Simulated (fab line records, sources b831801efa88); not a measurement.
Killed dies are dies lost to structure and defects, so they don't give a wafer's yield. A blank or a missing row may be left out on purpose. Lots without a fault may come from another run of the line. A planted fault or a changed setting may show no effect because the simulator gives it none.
fab line records | flow gf180mcu | part 1 of 2: steps 1 to 25 of 34
record lots=5 wafers=15 last_day=34
route steps=602 shown V3@441 M4@456
lots that met no fault: from a run of the same line without faults
start_h: hours from the record's first day to the start of the lot's first wafer shown | wait_h: hours since the lot's step before | " the same as in the row above | L1.1+2: a row that stands for several wafers | - no value, or no start given | * or withheld: withheld | < > ~ a bound
route shown NAME@n: a module of which the file shows steps, and the number in the route of the first | usual: mean/standard deviation of fault-free wafers | same: alike in all rows | chamber/n: place in a boat | sites: the reading at each site | _std_site: their standard deviation | _edge_site: outer sites' mean less inner sites' | radius_mm: how far each site lies from the wafer's centre | mask NAME#n: copy n | behind: the tool/chamber that last shaped the wafer | hold: why the lot was held/for how many hours/how that ended | device: the transistor (n, p or np) that didn't switch | end of line: the same wafers' tests at the end of the route | a step without rows: its recipe alone | killed: dies lost to structure and defects at the first sort, not the wafer's yield | map: a wafer's dies, x killed, . not, _ none there
set.NAME: the setting as run; set.NAME@STEP: as run at that earlier step | model.NAME: the simulator's own value behind a step, which no gauge read
lots at some steps of the route; a table a step, a row a wafer
services: from which hour (start_h, from the record's first day; less than 0 if before it) a tool's chamber was out of use, for how many hours, and why
## steps
# step GF_V3_PEB_12
# recipe peb_temp_c=135 peb_time_s=90 resist=KrF
# usual resist_line_temp_C=23.02/0.097
# columns lot.wafer tool chamber start_h wait_h resist_line_temp_C
L074.1 litho_track-02 0 - - 22.97
L074.4 " 0 " " 23.09
L074.6 " 0 " " 23.10
L075.1 litho_track-02 0 - - 22.84
L075.2 " 0 " " 22.98
L075.6 " 0 " " 22.87
L079.4 litho_track-03 0 - - 23.00
L079.5 " 0 " " 23.04
L079.6 " 0 " " 23.07
L092.2 litho_track-02 0 - - 23.05
L092.5 " 0 " " 23.10
L092.6 " 0 " " 22.98
L096.1 litho_track-04 0 - - 23.07
L096.5 " 0 " " 23.05
L096.6 " 0 " " 23.06
# step GF_V3_DEVELOP_13
# recipe develop_time_s=60 resist=KrF dev_temp_c=21
# usual resist_line_temp_C=23.02/0.11
# columns lot.wafer tool chamber start_h wait_h resist_line_temp_C
L074.1 litho_track-02 0 497.99 0.2 23.00
L074.4 " 0 " " 23.01
L074.6 " 0 " " 22.96
L075.1 litho_track-02 0 516.74 0.2 23.17
L075.2 " 0 " " 23.01
L075.6 " 0 " " 23.01
L079.4 litho_track-03 0 557.67 0.1 22.99
L079.5 " 0 " " 22.98
L079.6 " 0 " " 22.87
L092.2 litho_track-02 0 658.01 0.2 23.15
L092.5 " 0 " " 23.10
L092.6 " 0 " " 23.23
L096.1 litho_track-04 0 676.05 0.2 22.95
L096.5 " 0 " " 22.94
L096.6 " 0 " " 22.92
# step GF_V3_CD_MEAS_14
# recipe target_cd_nm=260
# usual cd_nm=259.9/1.4
# columns lot.wafer tool chamber start_h wait_h cd_nm
L074.1 cd_sem-01 - 498.14 0.1 262.4
L074.4 " - " " 261.5
L074.6 " - " " 260.6
L075.1 cd_sem-02 - 516.89 0.1 261.3
L075.2 " - " " 261.0
L075.6 " - " " 261.2
L079.4 cd_sem-02 - 557.81 0.1 258.5
L079.5 " - " " 256.7
L079.6 " - " " 259.0
L092.2 cd_sem-02 - 658.15 0.1 260.3
L092.5 " - " " 261.3
L092.6 " - " " 261.1
L096.1 cd_sem-01 - 676.20 0.1 260.3
L096.5 " - " " 260.9
L096.6 " - " " 260.4
# step GF_V3_OVL_MEAS_15
# usual V3_OVL=1/5.4
# columns lot.wafer tool chamber start_h wait_h V3_OVL[nm]
L074.1 overlay-02 - 498.26 0.1 -1
L074.4 " - " " -1
L074.6 " - " " -3
L075.1 overlay-01 - 517.01 0.1 1
L075.2 " - " " 7
L075.6 " - " " 5
L079.4 overlay-02 - 557.89 0.1 3
L079.5 " - " " 1
L079.6 " - " " 0
L092.2 overlay-01 - 658.26 0.1 -4
L092.5 " - " " -1
L092.6 " - " " -5
L096.1 overlay-01 - 676.32 0.1 -2
L096.5 " - " " 5
L096.6 " - " " -2
# step GF_V3_ETCH_16
# recipe chemistry=N2/H2 target_depth_a=withheld overetch_a=withheld time_s=withheld target=BARC ion_energy_ev=200 source_w=500 bias_w=100 pressure_mtorr=30 n2_flow_sccm=100 h2_flow_sccm=200
# usual chamber_pressure_mTorr=30.000/0.028 drypump_motor_current_A=5.8/0.52 oes_product_au=0.855/0.0043 throttle_valve_pct=13.225/0.0096
# columns lot.wafer tool chamber start_h wait_h chamber_pressure_mTorr drypump_motor_current_A oes_product_au throttle_valve_pct
L074.1 rie_diel-02 0 498.29 0.0 30.005 5.1 0.856 13.229
L074.4 " 0 " " 30.031 5.1 0.846 13.217
L074.6 " 2 " " 29.956 5.6 0.854 13.225
L075.1 rie_diel-03 3 517.04 0.0 29.944 6.0 0.860 13.218
L075.2 " 2 " " 30.005 5.2 0.860 13.203
L075.6 " 2 " " 30.023 5.2 0.858 13.225
L079.4 rie_diel-03 3 557.90 0.0 29.974 6.0 0.850 13.218
L079.5 " 1 " " 29.999 5.9 0.856 13.231
L079.6 " 0 " " 30.036 5.4 0.857 13.218
L092.2 rie_diel-01 0 658.29 0.0 29.979 5.3 0.860 13.254
L092.5 " 0 " " 29.979 5.3 0.861 13.227
L092.6 " 1 " " 30.020 6.6 0.853 13.212
L096.1 rie_diel-03 2 676.35 0.0 29.953 5.2 0.859 13.225
L096.5 " 1 " " 29.950 5.9 0.866 13.231
L096.6 " 0 " " 29.999 5.5 0.859 13.231
# step GF_V3_ETCH_17
# recipe chemistry=C4F8/O2/Ar mask_material=KrF target=SiO2 stop_on=TiN source_w=1500 bias_w=1200 pressure_mtorr=40 c4f8_flow_sccm=withheld O2_flow_sccm=6 Ar_flow_sccm=300 time_s=withheld target_depth_a=6350
# usual chamber_pressure_mTorr=40.00/0.039 oes_product_au=0.856/0.0047
# columns lot.wafer tool chamber start_h wait_h chamber_pressure_mTorr oes_product_au
L074.1 rie_diel-02 0 - - 39.97 0.859
L074.4 " 0 " " 40.08 0.861
L074.6 " 2 " " 40.00 0.871
L075.1 rie_diel-03 3 - - 40.00 0.849
L075.2 " 2 " " 40.04 0.850
L075.6 " 2 " " 40.02 0.854
L079.4 rie_diel-03 3 - - 39.99 0.851
L079.5 " 1 " " 39.99 0.854
L079.6 " 0 " " 39.96 0.859
L092.2 rie_diel-01 0 - - 40.03 0.850
L092.5 " 0 " " 39.92 0.853
L092.6 " 1 " " 40.02 0.853
L096.1 rie_diel-03 2 - - 39.99 0.848
L096.5 " 1 " " 40.01 0.852
L096.6 " 0 " " 40.01 0.852
# step GF_V3_STRIP_18
# recipe chemistry=O2/N2 power_w=1400 pressure_mtorr=1500 platen_temp_c=250 o2_flow_sccm=3000 n2_flow_sccm=300 overash_fraction=0.5
# usual chamber_pressure_mTorr=1500.0/1.4 drypump_motor_current_A=5.55/0.23 heater_power_w=345/22 oes_product_au=0.592/0.0045
# same overash_fraction=0.5
# columns lot.wafer tool chamber start_h wait_h chamber_pressure_mTorr drypump_motor_current_A heater_power_w oes_product_au rf_hours_counter_h
L074.1 plasma_asher-02 0 498.42 - 1501.7 5.94 325 0.594 36
L074.4 " 0 " " 1499.9 5.95 323 0.593 -
L074.6 " 0 " " 1500.3 5.96 330 0.593 -
L075.1 plasma_asher-01 1 517.17 - 1499.4 5.33 320 0.588 10
L075.2 " 0 " " 1499.8 5.27 326 0.588 10
L075.6 " 0 " " 1500.2 5.28 329 0.594 -
L079.4 plasma_asher-03 1 558.07 - 1499.4 5.55 374 0.596 -
L079.5 " 0 " " 1499.1 5.74 356 0.593 -
L079.6 " 1 " " 1496.6 5.55 366 0.599 -
L092.2 plasma_asher-03 0 658.42 - 1500.3 5.75 356 0.592 103
L092.5 " 0 " " 1502.4 5.73 369 0.586 -
L092.6 " 1 " " 1499.5 5.58 370 0.588 -
L096.1 plasma_asher-02 1 676.48 - 1500.4 5.55 336 0.596 55
L096.5 " 0 " " 1499.5 6.02 328 0.597 -
L096.6 " 1 " " 1500.9 5.58 342 0.590 -
# step GF_V3_STRIP_19
# recipe chemistry=post_etch_residue_remover time_s=1200 temp_c=72.5
# columns lot.wafer tool chamber start_h wait_h
L074.1+4+6 wet_bench-03 2 498.52 0.1
L075.1+2+6 wet_bench-03 1 517.27 0.1
L079.4+5+6 wet_bench-01 1 558.13 0.0
L092.2+5+6 wet_bench-03 3 658.52 0.1
L096.1+5+6 wet_bench-03 3 676.58 0.1
# step GF_V3_CLEAN_20
# recipe chemistry=DIW dry=n2_spin
# columns lot.wafer tool chamber start_h wait_h
L074.1+4+6 wet_bench-01 3 498.89 0.0
L075.1+2+6 wet_bench-01 3 517.61 0.0
L079.4+5+6 wet_bench-03 0 558.47 0.0
L092.2+5+6 wet_bench-01 3 658.89 0.0
L096.1+5+6 wet_bench-01 3 676.92 0.0
# step GF_V3_SPUTTER_21
# recipe material=Ti target_thk_nm=15 chamber_pressure_pa=5 power_w=2500 substrate_temp_c=200 time_s=80.02
# usual throttle_valve_pct=30.3/1
# columns lot.wafer tool chamber start_h wait_h throttle_valve_pct
L074.1 pvd_sputter-01 - 498.99 0.0 28.2
L074.4 " - " " 30.2
L074.6 " - " " 30.2
L075.1 pvd_sputter-02 - 517.70 0.0 30.2
L075.2 " - " " 31.4
L075.6 " - " " 31.8
L079.4 pvd_sputter-02 - 558.57 0.0 31.9
L079.5 " - " " 31.3
L079.6 " - " " 31.8
L092.2 pvd_sputter-04 - 658.98 0.0 30.1
L092.5 " - " " 31.1
L092.6 " - " " 30.3
L096.1 pvd_sputter-02 - 677.02 0.0 29.6
L096.5 " - " " 29.9
L096.6 " - " " 31.9
# step GF_V3_SPUTTER_22
# recipe material=TiN target_thk_nm=10 chamber_pressure_pa=5 power_w=4000 time_s=40
# usual throttle_valve_pct=30.3/1.1
# columns lot.wafer tool chamber start_h wait_h throttle_valve_pct
L074.1 pvd_sputter-01 - 499.05 0.0 28.3
L074.4 " - " " 30.2
L074.6 " - " " 30.1
L075.1 pvd_sputter-02 - 517.76 0.0 30.4
L075.2 " - " " 31.4
L075.6 " - " " 31.9
L079.4 pvd_sputter-02 - 558.63 0.0 32.1
L079.5 " - " " 31.3
L079.6 " - " " 31.9
L092.2 pvd_sputter-04 - 659.04 0.0 30.0
L092.5 " - " " 31.3
L092.6 " - " " 30.2
L096.1 pvd_sputter-02 - 677.08 0.0 29.8
L096.5 " - " " 29.8
L096.6 " - " " 31.8
# step GF_V3_CVD_23
# recipe material=W target_thk_nm=350 time_s=104.9 temp_c=403.4 pressure_torr=40
# usual heater_power_w=805/63
# columns lot.wafer tool chamber start_h wait_h heater_power_w
L074.1 cvd_w-01 1 499.09 0.0 799
L074.4 " 0 " " 865
L074.6 " 0 " " 870
L075.1 cvd_w-02 1 517.80 0.0 817
L075.2 " 0 " " 711
L075.6 " 1 " " 832
L079.4 cvd_w-02 0 558.70 0.1 714
L079.5 " 0 " " 708
L079.6 " 1 " " 868
L092.2 cvd_w-01 0 659.08 0.0 885
L092.5 " 1 " " 790
L092.6 " 0 " " 872
L096.1 cvd_w-02 1 677.12 0.0 843
L096.5 " 0 " " 717
L096.6 " 1 " " 831
# step GF_V3_RS_MEAS_24
# recipe thk_meas_gauge=four-point-probe reads=W_of_V3_CVD_23+TiN_of_V3_SPUTTER_22+Ti_of_V3_SPUTTER_21
# usual V3_W_RS=0.308/0.0035
# columns lot.wafer tool chamber start_h wait_h V3_W_RS[ohm/sq]
L074.1 film_metro-02 - 499.21 0.1 0.311
L074.4 " - " " 0.304
L074.6 " - " " 0.308
L075.1 film_metro-04 - 517.92 0.1 0.311
L075.2 " - " " 0.307
L075.6 " - " " 0.308
L079.4 film_metro-02 - 558.84 0.1 0.310
L079.5 " - " " 0.307
L079.6 " - " " 0.303
L092.2 film_metro-04 - 659.22 0.1 0.310
L092.5 " - " " 0.312
L092.6 " - " " 0.315
L096.1 film_metro-04 - 677.23 0.1 0.303
L096.5 " - " " 0.307
L096.6 " - " " 0.306
# step GF_V3_THK_MEAS_25
# recipe thk_meas_gauge=xrf reads=W_of_V3_CVD_23
# usual V3_W_THK=376/5.3
# columns lot.wafer tool chamber start_h wait_h V3_W_THK[nm]
L074.1 film_metro-02 - 499.33 0.1 369
L074.4 " - " " 379
L074.6 " - " " 374
L075.1 film_metro-04 - 518.04 0.1 370
L075.2 " - " " 373
L075.6 " - " " 372
L079.4 film_metro-02 - 558.93 0.1 371
L079.5 " - " " 376
L079.6 " - " " 381
L092.2 film_metro-04 - 659.33 0.1 377
L092.5 " - " " 373
L092.6 " - " " 369
L096.1 film_metro-04 - 677.35 0.1 383
L096.5 " - " " 379
L096.6 " - " " 379
# step GF_V3_CMP_26
# recipe stop_on=SiO2 down_force_psi=3.5 platen_rpm=60 t_overpolish_s=15 target_thk_nm=0 pad_velocity_m_s=0.94248
# usual motor_current_A=11.4/1.2 overpolish_run_s=15.001/0.0093 time_to_endpoint_s=89/3.8
# columns lot.wafer tool chamber start_h wait_h motor_current_A overpolish_run_s time_to_endpoint_s
L074.4 cmp-01 1 499.44 0.1 10.7 15.012 91
L074.1 " 3 " " 13.2 14.997 90
L074.6 " 1 " " 10.4 14.979 92
L075.2 cmp-01 2 518.10 0.0 11.1 14.996 93
L075.1 " 1 " " 10.3 15.004 92
L075.6 " 2 " " 11.2 14.994 93
L079.4 cmp-01 1 559.01 0.1 10.9 14.997 88
L079.5 " 0 " " 10.3 14.989 88
L079.6 " 1 " " 10.1 14.999 87
L092.2 cmp-02 0 659.48 0.1 12.2 15.007 85
L092.5 " 2 " " 9.6 15.002 88
L092.6 " 3 " " 12.3 14.996 86
L096.1 cmp-02 0 677.46 0.1 12.5 14.994 85
L096.6 " 3 " " 12.6 15.012 88
L096.5 " 0 " " 12.5 14.999 90
# step GF_M4_SPUTTER_00
# recipe material=Ti target_thk_nm=37.5 arriving_ion_energy_ev=80 substrate_temp_c=200 chamber_pressure_pa=2 power_w=4000 time_s=150
# usual throttle_valve_pct=30.2/1.2
# columns lot.wafer tool chamber start_h wait_h throttle_valve_pct
L074.1 pvd_sputter-01 - 499.69 0.1 30.4
L074.4 " - " " 29.0
L074.6 " - " " 30.3
L075.1 pvd_sputter-03 - 518.40 0.1 30.2
L075.2 " - " " 32.4
L075.6 " - " " 32.2
L079.4 pvd_sputter-03 - 559.26 0.2 28.7
L079.5 " - " " 28.8
L079.6 " - " " 29.9
L092.2 pvd_sputter-03 - 659.68 0.1 28.7
L092.5 " - " " 30.3
L092.6 " - " " 32.3
L096.1 pvd_sputter-01 - 677.71 0.2 28.1
L096.5 " - " " 28.8
L096.6 " - " " 30.5
# step GF_M4_SPUTTER_01
# recipe material=TiN target_thk_nm=30 power_w=6500 time_s=25 chamber_pressure_pa=0.4
# usual throttle_valve_pct=30.2/1.2
# columns lot.wafer tool chamber start_h wait_h throttle_valve_pct
L074.1 pvd_sputter-01 - 499.79 0.1 30.1
L074.4 " - " " 28.6
L074.6 " - " " 30.2
L075.1 pvd_sputter-03 - 518.50 0.1 30.5
L075.2 " - " " 32.3
L075.6 " - " " 32.4
L079.4 pvd_sputter-03 - 559.36 0.1 28.5
L079.5 " - " " 29.0
L079.6 " - " " 29.9
L092.2 pvd_sputter-03 - 659.78 0.1 28.9
L092.5 " - " " 30.6
L092.6 " - " " 32.3
L096.1 pvd_sputter-01 - 677.81 0.1 28.5
L096.5 " - " " 28.7
L096.6 " - " " 30.6
# step GF_M4_SPUTTER_02
# recipe material=AlCu target_thk_nm=450 power_w=10600 time_s=23.9 chamber_pressure_pa=0.4
# usual throttle_valve_pct=30.2/1.3
# columns lot.wafer tool chamber start_h wait_h throttle_valve_pct
L074.1 pvd_sputter-01 - 499.82 0.0 30.2
L074.4 " - " " 28.5
L074.6 " - " " 30.3
L075.1 pvd_sputter-03 - 518.53 0.0 30.3
L075.2 " - " " 32.0
L075.6 " - " " 32.1
L079.4 pvd_sputter-03 - 559.39 0.0 28.7
L079.5 " - " " 28.8
L079.6 " - " " 30.0
L092.2 pvd_sputter-03 - 659.81 0.0 28.9
L092.5 " - " " 30.3
L092.6 " - " " 32.6
L096.1 pvd_sputter-01 - 677.84 0.0 28.1
L096.5 " - " " 28.7
L096.6 " - " " 30.5
# step GF_M4_SPUTTER_03
# recipe material=Ti target_thk_nm=10 substrate_temp_c=300 chamber_pressure_pa=0.3 power_w=3000 time_s=6.7
# usual throttle_valve_pct=30.2/1.2
# columns lot.wafer tool chamber start_h wait_h throttle_valve_pct
L074.1 pvd_sputter-01 - 499.85 0.0 30.0
L074.4 " - " " 28.7
L074.6 " - " " 30.0
L075.1 pvd_sputter-03 - 518.56 0.0 30.5
L075.2 " - " " 32.4
L075.6 " - " " 32.3
L079.4 pvd_sputter-03 - 559.42 0.0 28.5
L079.5 " - " " 28.7
L079.6 " - " " 30.1
L092.2 pvd_sputter-03 - 659.84 0.0 28.7
L092.5 " - " " 30.2
L092.6 " - " " 32.3
L096.1 pvd_sputter-01 - 677.87 0.0 28.4
L096.5 " - " " 29.0
L096.6 " - " " 30.9
# step GF_M4_SPUTTER_04
# recipe material=TiN target_thk_nm=50 power_w=6500 time_s=41.7 chamber_pressure_pa=0.4
# usual throttle_valve_pct=30.2/1.2
# columns lot.wafer tool chamber start_h wait_h throttle_valve_pct
L074.1 pvd_sputter-01 - 499.87 0.0 30.2
L074.4 " - " " 29.1
L074.6 " - " " 29.9
L075.1 pvd_sputter-03 - 518.58 0.0 30.3
L075.2 " - " " 32.3
L075.6 " - " " 32.4
L079.4 pvd_sputter-03 - 559.44 0.0 28.8
L079.5 " - " " 29.0
L079.6 " - " " 29.9
L092.2 pvd_sputter-03 - 659.86 0.0 28.5
L092.5 " - " " 30.3
L092.6 " - " " 32.3
L096.1 pvd_sputter-01 - 677.89 0.0 28.3
L096.5 " - " " 28.9
L096.6 " - " " 30.7
# step GF_M4_RS_MEAS_05
# recipe thk_meas_gauge=four-point-probe reads=TiN_of_M4_SPUTTER_04+Ti_of_M4_SPUTTER_03+AlCu_of_M4_SPUTTER_02+TiN_of_M4_SPUTTER_01+Ti_of_M4_SPUTTER_00
# usual M4_ALCU_RS=0.0693/0.00079
# columns lot.wafer tool chamber start_h wait_h M4_ALCU_RS[ohm/sq]
L074.1 film_metro-03 - 499.91 0.0 0.0695
L074.4 " - " " 0.0706
L074.6 " - " " 0.0697
L075.1 film_metro-03 - 518.62 0.0 0.0688
L075.2 " - " " 0.0688
L075.6 " - " " 0.0681
L079.4 film_metro-04 - 559.54 0.1 0.0697
L079.5 " - " " 0.0699
L079.6 " - " " 0.0698
L092.2 film_metro-03 - 659.92 0.0 0.0691
L092.5 " - " " 0.0692
L092.6 " - " " 0.0690
L096.1 film_metro-04 - 677.93 0.0 0.0681
L096.5 " - " " 0.0685
L096.6 " - " " 0.0679
# step GF_M4_THK_MEAS_06
# recipe thk_meas_gauge=xrf reads=AlCu_of_M4_SPUTTER_02
# usual M4_ALCU_THK=455/5.2
# columns lot.wafer tool chamber start_h wait_h M4_ALCU_THK[nm]
L074.1 film_metro-03 - 500.03 0.1 448
L074.4 " - " " 444
L074.6 " - " " 450
L075.1 film_metro-03 - 518.74 0.1 460
L075.2 " - " " 461
L075.6 " - " " 465
L079.4 film_metro-04 - 559.63 0.1 452
L079.5 " - " " 449
L079.6 " - " " 449
L092.2 film_metro-03 - 660.03 0.1 456
L092.5 " - " " 458
L092.6 " - " " 455
L096.1 film_metro-04 - 678.05 0.1 461
L096.5 " - " " 459
L096.6 " - " " 462
# step GF_M4_DEHYDRATE_07
# recipe temp_c=200 time_s=60
# usual resist_line_temp_C=22.97/0.11
# columns lot.wafer tool chamber start_h wait_h resist_line_temp_C
L074.1 litho_track-04 0 510.85 10.8 23.11
L074.4 " 0 " " 23.14
L074.6 " 0 " " 23.02
L075.1 litho_track-01 0 529.25 10.5 22.99
L075.2 " 0 " " 22.79
L075.6 " 0 " " 22.65
L079.4 litho_track-02 0 569.91 10.3 23.03
L079.5 " 0 " " 23.04
L079.6 " 0 " " 22.94
L092.2 litho_track-02 0 669.11 9.1 23.08
L092.5 " 0 " " 23.12
L092.6 " 0 " " 23.20
L096.1 litho_track-02 0 686.58 8.5 23.05
L096.5 " 0 " " 22.98
L096.6 " 0 " " 23.04
# step GF_M4_HMDS_08
# recipe prime_time_s=60 prime_temp_c=120
# usual resist_line_temp_C=22.99/0.099
# columns lot.wafer tool chamber start_h wait_h resist_line_temp_C
L074.1 litho_track-04 0 511.00 0.1 23.01
L074.4 " 0 " " 23.08
L074.6 " 0 " " 23.04
L075.1 litho_track-01 0 529.40 0.1 23.03
L075.2 " 0 " " 23.02
L075.6 " 0 " " 23.08
L079.4 litho_track-02 0 570.06 0.1 22.90
L079.5 " 0 " " 23.15
L079.6 " 0 " " 22.99
L092.2 litho_track-02 0 669.26 0.1 23.07
L092.5 " 0 " " 23.11
L092.6 " 0 " " 22.92
L096.1 litho_track-02 0 686.73 0.1 23.15
L096.5 " 0 " " 22.97
L096.6 " 0 " " 22.95
# step GF_M4_COAT_09
# recipe resist=KrF spin_rpm=withheld resist_thk_nm=1000
# usual resist_line_temp_C=22.97/0.11
# columns lot.wafer tool chamber start_h wait_h resist_line_temp_C
L074.1 litho_track-04 0 511.15 0.1 22.76
L074.4 " 0 " " 22.91
L074.6 " 0 " " 22.79
L075.1 litho_track-01 0 529.55 0.1 22.96
L075.2 " 0 " " 22.95
L075.6 " 0 " " 23.01
L079.4 litho_track-02 0 570.21 0.1 23.01
L079.5 " 0 " " 23.10
L079.6 " 0 " " 23.16
L092.2 litho_track-02 0 669.41 0.1 22.85
L092.5 " 0 " " 22.89
L092.6 " 0 " " 22.95
L096.1 litho_track-02 0 686.88 0.1 22.93
L096.5 " 0 " " 22.80
L096.6 " 0 " " 22.84
